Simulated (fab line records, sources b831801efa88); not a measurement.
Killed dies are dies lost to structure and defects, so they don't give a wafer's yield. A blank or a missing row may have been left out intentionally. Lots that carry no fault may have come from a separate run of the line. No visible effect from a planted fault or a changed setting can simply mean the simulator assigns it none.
fab line records	flow sky130
record: lots: 24	wafers: 72	last_day: 50
route steps=708 shown VIA2@509 CAPM@540 VIA4@652 PASSIVATION@682 PAD_OPEN@707
lots that met no fault: from a run of the same line without faults
start_h: hours from the record's first day to the start of the lot's first wafer shown	wait_h: hours from the lot's prior step to this one	" repeats the value in the row above	L1.1+2: one row covering several wafers at once	- no value present, or no start provided	* or withheld: withheld	< > ~ a bound
route shown NAME@n: NAME is a module with steps in the file, n the number in the route of the first one	usual: average and standard deviation across the fault-free wafers	same: alike in all rows	chamber/n: place in a boat	sites: the reading at each site	_std_site: how widely they spread, as a standard deviation	_edge_site: inner sites' mean taken away from outer sites' mean	radius_mm: how far each site lies from the wafer's centre	mask NAME#n: copy n	behind: the most recent tool/chamber to have shaped the wafer	hold: cause of the lot's hold/its duration in hours/its outcome	device: transistor that didn't switch, given as n, p or np	end of line: the tests these same wafers got at the end of their route	a step given without rows: its recipe and nothing more	killed: dies that structure and defects cost at the first sort, which is not the same as the wafer's yield	map: a wafer's dies, x killed, . not, _ none there
set.NAME: the setting that was run; set.NAME@STEP: the one run at that earlier step	model.NAME: the simulator's own value behind a step, which no gauge read
steps of the route over a sample of lots; a table a step, a row a wafer
services: from which hour (start_h, from the record's first day; less than 0 if before it) a tool's chamber was out of use, for how many hours, and why
== steps ==
step: SKY_VIA2_CMP_02
recipe: material: SiO2	down_force_psi: 4	platen_rpm: 60	pad_velocity_m_s: 0.94248
usual: motor_current_A: 12.5/1.2
lot.wafer	tool	chamber	start_h	wait_h	motor_current_A
L076.4	cmp-01	1	841.11	0.1	12.4
L076.6	"	0	"	"	14.8
L076.5	"	1	"	"	12.8
L075.1	cmp-02	2	842.15	0.1	11.0
L075.5	"	1	"	"	12.0
L075.6	"	2	"	"	11.9
L074.4	cmp-02	0	842.90	0.0	12.6
L074.3	"	1	"	"	12.9
L074.2	"	2	"	"	10.6
L077.3	cmp-01	3	843.84	0.1	11.4
L077.5	"	2	"	"	11.5
L077.6	"	3	"	"	11.9
L078.1	cmp-01	0	851.85	0.1	13.8
L078.3	"	1	"	"	13.1
L078.2	"	3	"	"	11.4
L079.3	cmp-01	1	861.80	0.1	13.3
L079.1	"	3	"	"	11.6
L079.6	"	1	"	"	13.9
L080.4	cmp-02	1	868.17	0.0	12.6
L080.3	"	2	"	"	11.1
L080.6	"	2	"	"	11.6
L081.1	cmp-01	1	878.07	0.1	13.4
L081.3	"	2	"	"	11.3
L081.6	"	2	"	"	11.6
L082.4	cmp-01	0	887.43	0.1	14.8
L082.1	"	1	"	"	13.8
L082.5	"	3	"	"	11.9
L083.4	cmp-01	3	893.42	0.1	12.2
L083.5	"	2	"	"	11.1
L083.6	"	3	"	"	11.5
L084.3	cmp-01	2	901.00	0.1	11.9
L084.4	"	0	"	"	14.2
L084.5	"	2	"	"	11.2
L085.2	cmp-01	3	902.39	0.0	11.4
L085.4	"	1	"	"	14.1
L085.6	"	0	"	"	14.0
L086.2	cmp-02	3	913.28	0.1	12.1
L086.3	"	0	"	"	12.7
L086.6	"	2	"	"	11.2
L087.2	cmp-02	0	922.57	0.0	12.9
L087.3	"	1	"	"	11.9
L087.5	"	0	"	"	13.2
L088.4	cmp-02	2	930.13	0.2	11.0
L088.6	"	3	"	"	12.1
L088.5	"	0	"	"	12.8
L089.3	cmp-01	0	934.16	0.0	14.4
L089.4	"	1	"	"	13.6
L089.1	"	2	"	"	11.5
L090.2	cmp-01	2	936.60	0.0	11.4
L090.1	"	3	"	"	11.1
L090.5	"	2	"	"	10.8
L093.3	cmp-02	3	976.71	0.0	12.3
L093.1	"	1	"	"	12.1
L093.5	"	0	"	"	12.5
L094.2	cmp-02	0	979.85	0.2	12.9
L094.4	"	2	"	"	11.3
L094.6	"	3	"	"	11.8
L091.3	cmp-02	0	980.63	0.0	12.6
L091.1	"	2	"	"	11.1
L091.2	"	3	"	"	12.5
L095.4	cmp-01	2	982.79	0.0	11.2
L095.2	"	1	"	"	13.9
L095.6	"	3	"	"	11.4
L092.2	cmp-01	0	983.37	0.0	13.9
L092.3	"	3	"	"	11.5
L092.5	"	1	"	"	13.3
L096.1	cmp-01	3	984.67	0.1	12.3
L096.4	"	0	"	"	14.3
L096.5	"	0	"	"	14.2
L097.1	cmp-02	1	990.74	0.1	11.8
L097.4	"	2	"	"	11.3
L097.2	"	0	"	"	12.8
step: SKY_VIA2_CVD_21
recipe: material: W	target_thk_nm: 420	time_s: 126.4	temp_c: 400	pressure_torr: 40
usual: heater_power_w: 845/140
lot.wafer	tool	chamber	start_h	wait_h	heater_power_w
L076.4	cvd_w-02	0	868.09	0.1	696
L076.5	"	1	"	"	1049
L076.6	"	0	"	"	692
L075.1	cvd_w-01	1	869.17	0.0	968
L075.5	"	1	"	"	942
L075.6	"	0	"	"	734
L074.2	cvd_w-02	1	869.90	0.0	1045
L074.3	"	1	"	"	1007
L074.4	"	0	"	"	698
L077.3	cvd_w-01	1	870.26	0.1	935
L077.5	"	0	"	"	727
L077.6	"	1	"	"	941
L078.1	cvd_w-01	0	879.07	0.0	733
L078.2	"	1	"	"	927
L078.3	"	1	"	"	922
L079.1	cvd_w-02	1	887.66	0.0	1056
L079.3	"	1	"	"	1021
L079.6	"	1	"	"	1018
L080.3	cvd_w-01	1	895.05	0.1	933
L080.4	"	0	"	"	727
L080.6	"	1	"	"	965
L081.1	cvd_w-02	1	903.74	0.0	1044
L081.3	"	0	"	"	696
L081.6	"	1	"	"	1045
L082.1	cvd_w-02	1	913.96	0.0	1034
L082.4	"	0	"	"	700
L082.5	"	0	"	"	712
L083.4	cvd_w-02	1	919.40	0.1	1060
L083.5	"	1	"	"	1049
L083.6	"	0	"	"	709
L084.3	cvd_w-02	0	927.19	0.1	699
L084.4	"	1	"	"	999
L084.5	"	0	"	"	710
L085.2	cvd_w-01	1	928.43	0.0	893
L085.4	"	1	"	"	903
L085.6	"	0	"	"	708
L086.2	cvd_w-02	1	939.54	0.0	1039
L086.3	"	1	"	"	1058
L086.6	"	0	"	"	718
L087.2	cvd_w-02	1	948.13	0.0	1061
L087.3	"	1	"	"	1031
L087.5	"	1	"	"	1029
L088.4	cvd_w-01	0	955.58	0.0	697
L088.5	"	1	"	"	906
L088.6	"	0	"	"	696
L089.1	cvd_w-01	1	959.97	0.0	920
L089.3	"	1	"	"	911
L089.4	"	0	"	"	712
L090.1	cvd_w-02	0	961.88	0.0	710
L090.2	"	1	"	"	1031
L090.5	"	0	"	"	713
L093.1	cvd_w-02	0	1002.53	0.0	712
L093.3	"	1	"	"	1046
L093.5	"	1	"	"	1026
L094.2	cvd_w-01	0	1005.29	0.0	676
L094.4	"	1	"	"	900
L094.6	"	0	"	"	703
L091.1	cvd_w-02	0	1006.34	0.0	719
L091.2	"	1	"	"	1075
L091.3	"	0	"	"	703
L095.2	cvd_w-02	1	1008.06	0.0	1030
L095.4	"	0	"	"	700
L095.6	"	0	"	"	710
L092.2	cvd_w-01	0	1009.57	0.0	695
L092.3	"	0	"	"	695
L092.5	"	0	"	"	694
L096.1	cvd_w-01	1	1010.29	0.0	905
L096.4	"	0	"	"	691
L096.5	"	1	"	"	902
L097.1	cvd_w-01	1	1015.67	0.0	924
L097.2	"	0	"	"	689
L097.4	"	0	"	"	688
step: SKY_CAPM_RS_MEAS_03
recipe: thk_meas_gauge: four-point-probe	reads: TiN_of_CAPM_SPUTTER_02
usual: CAPM_TIN_RS: 6.87/0.087
lot.wafer	tool	chamber	start_h	wait_h	CAPM_TIN_RS[ohm/sq]
L076.4	film_metro-01	-	869.06	0.1	6.82
L076.5	"	-	"	"	6.70
L076.6	"	-	"	"	6.77
L075.1	film_metro-04	-	870.12	0.1	6.84
L075.5	"	-	"	"	6.87
L075.6	"	-	"	"	7.04
L074.2	film_metro-01	-	870.88	0.1	6.97
L074.3	"	-	"	"	6.87
L074.4	"	-	"	"	6.81
L077.3	film_metro-04	-	871.21	0.1	6.91
L077.5	"	-	"	"	6.85
L077.6	"	-	"	"	6.96
L078.1	film_metro-04	-	880.02	0.1	6.90
L078.2	"	-	"	"	6.95
L078.3	"	-	"	"	6.83
L079.1	film_metro-04	-	888.77	0.1	6.92
L079.3	"	-	"	"	6.91
L079.6	"	-	"	"	6.87
L080.3	film_metro-01	-	896.01	0.1	6.82
L080.4	"	-	"	"	6.68
L080.6	"	-	"	"	6.78
L081.1	film_metro-01	-	904.72	0.1	6.84
L081.3	"	-	"	"	6.88
L081.6	"	-	"	"	6.87
L082.1	film_metro-03	-	914.92	0.1	6.97
L082.4	"	-	"	"	6.80
L082.5	"	-	"	"	6.91
L083.4	film_metro-03	-	920.37	0.1	7.07
L083.5	"	-	"	"	7.03
L083.6	"	-	"	"	6.93
L084.3	film_metro-01	-	928.16	0.1	6.81
L084.4	"	-	"	"	6.78
L084.5	"	-	"	"	6.74
L085.2	film_metro-01	-	929.41	0.1	6.82
L085.4	"	-	"	"	6.99
L085.6	"	-	"	"	6.86
L086.2	film_metro-04	-	940.52	0.1	7.01
L086.3	"	-	"	"	6.86
L086.6	"	-	"	"	6.88
L087.2	film_metro-01	-	949.11	0.1	6.81
L087.3	"	-	"	"	6.94
L087.5	"	-	"	"	6.76
L088.4	film_metro-03	-	956.55	0.1	6.85
L088.5	"	-	"	"	6.95
L088.6	"	-	"	"	6.84
L089.1	film_metro-03	-	960.92	0.1	6.84
L089.3	"	-	"	"	6.81
L089.4	"	-	"	"	6.84
L090.1	film_metro-01	-	962.84	0.1	6.72
L090.2	"	-	"	"	6.84
L090.5	"	-	"	"	6.75
L093.1	film_metro-04	-	1003.48	0.1	6.90
L093.3	"	-	"	"	6.87
L093.5	"	-	"	"	6.89
L094.2	film_metro-04	-	1006.28	0.1	7.03
L094.4	"	-	"	"	7.00
L094.6	"	-	"	"	7.00
L091.1	film_metro-01	-	1007.30	0.1	6.92
L091.2	"	-	"	"	6.94
L091.3	"	-	"	"	6.92
L095.2	film_metro-01	-	1009.08	0.1	6.97
L095.4	"	-	"	"	6.88
L095.6	"	-	"	"	6.93
L092.2	film_metro-01	-	1010.62	0.1	6.69
L092.3	"	-	"	"	6.73
L092.5	"	-	"	"	6.74
L096.1	film_metro-03	-	1011.29	0.1	6.79
L096.4	"	-	"	"	6.81
L096.5	"	-	"	"	6.70
L097.1	film_metro-01	-	1016.62	0.1	6.95
L097.2	"	-	"	"	6.88
L097.4	"	-	"	"	6.76
step: SKY_VIA4_STRIP_13
recipe: chemistry: O2/N2	power_w: 1400	pressure_mtorr: 1500	platen_temp_c: withheld	o2_flow_sccm: 3000	n2_flow_sccm: 300	overash_fraction: 0.5
usual: drypump_motor_current_A: 5.8/0.5	oes_product_au: 0.710/0.0041	strip_time_to_endpoint_s: 12.82/0.032
lot.wafer	tool	chamber	start_h	wait_h	drypump_motor_current_A	oes_product_au	rf_hours_counter_h	strip_time_to_endpoint_s
L076.4	plasma_asher-03	0	1022.77	-	6.1	0.706	-	12.85
L076.5	"	0	"	"	6.1	0.715	-	12.83
L076.6	"	1	"	"	5.1	0.707	-	12.81
L075.1	plasma_asher-04	1	1025.27	-	6.1	0.713	28	12.80
L075.5	"	1	"	"	6.1	0.713	-	12.83
L075.6	"	0	"	"	5.8	0.710	-	12.80
L074.2	plasma_asher-01	1	1025.57	-	5.5	0.707	92	12.78
L074.3	"	1	"	"	5.5	0.716	-	12.78
L074.4	"	0	"	"	6.6	0.701	-	12.79
L077.3	plasma_asher-04	1	1025.61	-	6.1	0.714	-	12.78
L077.5	"	0	"	"	5.8	0.712	-	12.82
L077.6	"	1	"	"	6.1	0.710	-	12.82
L078.1	plasma_asher-03	1	1032.78	-	5.1	0.711	117	12.88
L078.2	"	0	"	"	6.1	0.712	117	12.81
L078.3	"	0	"	"	6.1	0.710	-	12.83
L079.1	plasma_asher-03	0	1039.48	-	6.1	0.710	118	12.81
L079.3	"	0	"	"	6.1	0.715	-	12.78
L079.6	"	0	"	"	6.1	0.710	-	12.87
L080.3	plasma_asher-04	0	1046.66	-	5.8	0.706	-	12.82
L080.4	"	1	"	"	6.1	0.707	-	12.79
L080.6	"	0	"	"	5.8	0.710	-	12.80
L081.1	plasma_asher-01	0	1052.92	-	6.6	0.714	95	12.85
L081.3	"	1	"	"	5.5	0.709	-	12.81
L081.6	"	0	"	"	6.6	0.712	-	12.84
L082.1	plasma_asher-04	1	1066.54	-	6.1	0.709	32	12.80
L082.4	"	0	"	"	5.8	0.704	-	12.84
L082.5	"	1	"	"	6.1	0.713	-	12.77
L083.4	plasma_asher-01	1	1069.87	-	5.5	0.715	-	12.80
L083.5	"	0	"	"	6.6	0.714	-	12.88
L083.6	"	1	"	"	5.5	0.709	-	12.83
L084.3	plasma_asher-03	1	1072.31	-	5.1	0.708	-	12.77
L084.4	"	0	"	"	6.1	0.715	-	12.80
L084.5	"	1	"	"	5.1	0.710	-	12.78
L085.2	plasma_asher-01	1	1072.64	-	5.5	0.711	97	12.82
L085.4	"	1	"	"	5.5	0.714	-	12.78
L085.6	"	1	"	"	5.5	0.707	-	12.83
L086.2	plasma_asher-04	0	1082.54	-	5.8	0.708	34	12.79
L086.3	"	0	"	"	5.8	0.714	-	12.83
L086.6	"	0	"	"	5.8	0.707	-	12.84
L087.2	plasma_asher-03	0	1091.18	-	6.1	0.699	2	12.80
L087.3	"	0	"	"	6.1	0.717	-	12.84
L087.5	"	0	"	"	6.1	0.701	-	12.85
L088.4	plasma_asher-04	0	1096.21	-	5.8	0.708	-	12.84
L088.5	"	0	"	"	5.7	0.701	-	12.76
L088.6	"	1	"	"	6.1	0.704	-	12.82
L089.1	plasma_asher-03	1	1100.74	-	5.0	0.704	4	12.84
L089.3	"	0	"	"	6.1	0.707	-	12.80
L089.4	"	1	"	"	5.1	0.712	-	12.83
L090.1	plasma_asher-03	0	1109.98	-	6.1	0.708	5	12.82
L090.2	"	1	"	"	5.1	0.709	5	12.88
L090.5	"	0	"	"	6.1	0.709	-	12.88
L093.1	plasma_asher-04	0	1136.19	-	5.7	0.708	39	12.78
L093.3	"	1	"	"	6.1	0.711	-	12.79
L093.5	"	0	"	"	5.7	0.713	-	12.85
L094.2	plasma_asher-01	1	1139.13	-	5.5	0.711	103	12.79
L094.4	"	0	"	"	6.6	0.710	-	12.81
L094.6	"	1	"	"	5.5	0.707	-	12.80
L091.1	plasma_asher-01	1	1140.23	-	5.5	0.716	103	12.78
L091.2	"	0	"	"	6.6	0.713	103	12.86
L091.3	"	1	"	"	5.5	0.710	-	12.81
L095.2	plasma_asher-03	1	1140.26	-	5.1	0.708	8	12.83
L095.4	"	0	"	"	6.1	0.707	-	12.79
L095.6	"	0	"	"	6.1	0.700	-	12.87
L092.2	plasma_asher-03	0	1141.88	-	6.1	0.714	9	12.85
L092.3	"	0	"	"	6.1	0.710	-	12.87
L092.5	"	1	"	"	5.1	0.703	-	12.82
L096.1	plasma_asher-01	0	1141.98	-	6.6	0.709	104	12.80
L096.4	"	1	"	"	5.5	0.713	-	12.83
L096.5	"	1	"	"	5.5	0.716	-	12.80
L097.1	plasma_asher-04	0	1144.83	-	5.7	0.713	41	12.82
L097.2	"	1	"	"	6.1	0.707	41	12.81
L097.4	"	1	"	"	6.1	0.708	-	12.80
step: SKY_PASSIVATION_THK_MEAS_01
recipe: reads: SiO2_of_PASSIVATION_CVD_00
usual: PASSIVATION_CVD_00_THK: 89.6/1.3
lot.wafer	tool	chamber	start_h	wait_h	PASSIVATION_CVD_00_THK[nm]
L076.4	film_metro-02	-	1047.27	-	90.8
L076.5	"	-	"	"	90.2
L076.6	"	-	"	"	92.1
L075.1	film_metro-02	-	1049.61	-	87.4
L075.5	"	-	"	"	88.5
L075.6	"	-	"	"	90.4
L074.2	film_metro-03	-	1049.71	-	89.3
L074.3	"	-	"	"	89.0
L074.4	"	-	"	"	91.6
L077.3	film_metro-02	-	1049.75	-	88.6
L077.5	"	-	"	"	88.4
L077.6	"	-	"	"	89.0
L078.1	film_metro-04	-	1055.31	-	87.3
L078.2	"	-	"	"	88.7
L078.3	"	-	"	"	88.3
L079.1	film_metro-03	-	1069.25	-	89.2
L079.3	"	-	"	"	88.0
L079.6	"	-	"	"	90.6
L080.3	film_metro-02	-	1071.17	-	89.1
L080.4	"	-	"	"	90.1
L080.6	"	-	"	"	89.6
L081.1	film_metro-02	-	1077.10	-	89.1
L081.3	"	-	"	"	88.5
L081.6	"	-	"	"	89.9
L082.1	film_metro-04	-	1090.17	-	88.1
L082.4	"	-	"	"	89.6
L082.5	"	-	"	"	89.7
L083.4	film_metro-04	-	1094.24	-	91.2
L083.5	"	-	"	"	89.1
L083.6	"	-	"	"	90.1
L084.3	film_metro-04	-	1095.65	-	89.8
L084.4	"	-	"	"	90.5
L084.5	"	-	"	"	90.9
L085.2	film_metro-03	-	1096.61	-	88.4
L085.4	"	-	"	"	88.5
L085.6	"	-	"	"	88.7
L086.2	film_metro-04	-	1104.64	-	87.8
L086.3	"	-	"	"	88.6
L086.6	"	-	"	"	91.4
L087.2	film_metro-02	-	1114.30	-	88.5
L087.3	"	-	"	"	90.2
L087.5	"	-	"	"	91.7
L088.4	film_metro-02	-	1120.00	-	89.5
L088.5	"	-	"	"	89.5
L088.6	"	-	"	"	91.0
L089.1	film_metro-02	-	1123.73	-	89.5
L089.3	"	-	"	"	87.7
L089.4	"	-	"	"	91.0
L090.1	film_metro-02	-	1131.63	-	88.5
L090.2	"	-	"	"	87.4
L090.5	"	-	"	"	89.8
L093.1	film_metro-04	-	1155.56	-	90.2
L093.3	"	-	"	"	89.1
L093.5	"	-	"	"	91.4
L094.2	film_metro-03	-	1160.64	-	88.8
L094.4	"	-	"	"	90.9
L094.6	"	-	"	"	90.9
L091.1	film_metro-04	-	1161.04	-	88.8
L091.2	"	-	"	"	89.2
L091.3	"	-	"	"	88.7
L095.2	film_metro-03	-	1161.05	-	90.3
L095.4	"	-	"	"	92.2
L095.6	"	-	"	"	91.9
L092.2	film_metro-02	-	1163.02	-	91.6
L092.3	"	-	"	"	88.8
L092.5	"	-	"	"	91.9
L096.1	film_metro-04	-	1163.18	-	89.8
L096.4	"	-	"	"	89.3
L096.5	"	-	"	"	91.0
L097.1	film_metro-04	-	1165.66	-	89.0
L097.2	"	-	"	"	87.0
L097.4	"	-	"	"	89.5
step: SKY_PAD_OPEN_BOW_MEAS_13
recipe: mode: bow
usual: PAD_OPEN_BOW: 46/8.4
lot.wafer	tool	chamber	start_h	wait_h	PAD_OPEN_BOW[um]
L076.4	film_metro-04	-	1091.88	-	50
L076.5	"	-	"	"	48
L076.6	"	-	"	"	45
L075.1	film_metro-04	-	1094.34	-	50
L075.5	"	-	"	"	45
L075.6	"	-	"	"	51
L074.2	film_metro-04	-	1094.61	-	41
L074.3	"	-	"	"	48
L074.4	"	-	"	"	47
L077.3	film_metro-02	-	1095.88	-	55
L077.5	"	-	"	"	36
L077.6	"	-	"	"	56
L078.1	film_metro-01	-	1100.01	-	53
L078.2	"	-	"	"	48
L078.3	"	-	"	"	49
L079.1	film_metro-01	-	1113.45	-	40
L079.3	"	-	"	"	30
L079.6	"	-	"	"	45
L080.3	film_metro-02	-	1114.61	-	52
L080.4	"	-	"	"	52
L080.6	"	-	"	"	49
L081.1	film_metro-02	-	1122.05	-	40
L081.3	"	-	"	"	44
L081.6	"	-	"	"	50
L082.1	film_metro-01	-	1132.30	-	59
L082.4	"	-	"	"	34
L082.5	"	-	"	"	54
L083.4	film_metro-04	-	1135.55	-	59
L083.5	"	-	"	"	42
L083.6	"	-	"	"	38
L084.3	film_metro-02	-	1138.06	-	40
L084.4	"	-	"	"	45
L084.5	"	-	"	"	35
L085.2	film_metro-02	-	1138.76	-	53
L085.4	"	-	"	"	57
L085.6	"	-	"	"	47
L086.2	film_metro-04	-	1146.11	-	65
L086.3	"	-	"	"	49
L086.6	"	-	"	"	54
L087.2	film_metro-01	-	1153.53	-	43
L087.3	"	-	"	"	37
L087.5	"	-	"	"	33
L088.4	film_metro-01	-	1159.32	-	48
L088.5	"	-	"	"	36
L088.6	"	-	"	"	45
L089.1	film_metro-01	-	1163.27	-	34
L089.3	"	-	"	"	35
L089.4	"	-	"	"	37
L090.1	film_metro-04	-	1169.28	-	52
L090.2	"	-	"	"	48
L090.5	"	-	"	"	35
L093.1	film_metro-01	-	1192.23	-	51
L093.3	"	-	"	"	42
L093.5	"	-	"	"	56
L094.2	film_metro-01	-	1196.68	-	49
L094.4	"	-	"	"	42
L094.6	"	-	"	"	37
L091.1	film_metro-02	-	1198.16	-	59
L091.2	"	-	"	"	42
L091.3	"	-	"	"	49
L095.2	film_metro-01	-	1198.18	-	44
L095.4	"	-	"	"	55
L095.6	"	-	"	"	43
L096.1	film_metro-01	-	1199.67	-	63
L096.4	"	-	"	"	58
L096.5	"	-	"	"	61
L092.2	film_metro-02	-	1199.68	-	38
L092.3	"	-	"	"	39
L092.5	"	-	"	"	18
L097.1	film_metro-02	-	1201.09	-	41
L097.2	"	-	"	"	53
L097.4	"	-	"	"	54
== services ==
tool	chamber	start_h	hours	kind
plasma_asher-03	-	820.61	0.4	repair
cmp-01	-	821.26	1.0	repair
cmp-01	-	854.62	0.6	repair
cvd_w-02	1	874.41	12.3	repair
cmp-01	-	880.50	3.3	pm
cvd_w-01	-	903.30	6.9	pm
cvd_w-01	-	910.20	14.0	pm
cmp-01	-	912.00	4.0	pm
cvd_w-02	-	914.51	2.3	repair
cvd_w-02	-	932.68	1.4	repair
plasma_asher-03	-	935.92	0.7	repair
cmp-01	-	948.96	0.8	repair
plasma_asher-03	-	949.93	4.3	pm
cmp-02	-	971.38	3.8	repair
plasma_asher-03	-	974.69	5.6	repair
cmp-02	-	1011.90	4.4	pm
cmp-01	-	1024.91	10.5	repair
cmp-02	-	1035.63	11.4	pm
cmp-01	-	1036.16	7.5	repair
cmp-01	-	1036.56	5.1	repair
plasma_asher-03	-	1055.25	9.0	pm
cvd_w-02	-	1067.06	2.4	repair
cmp-02	-	1084.03	4.0	pm
cmp-01	-	1138.78	6.7	pm
== key ==
fault none
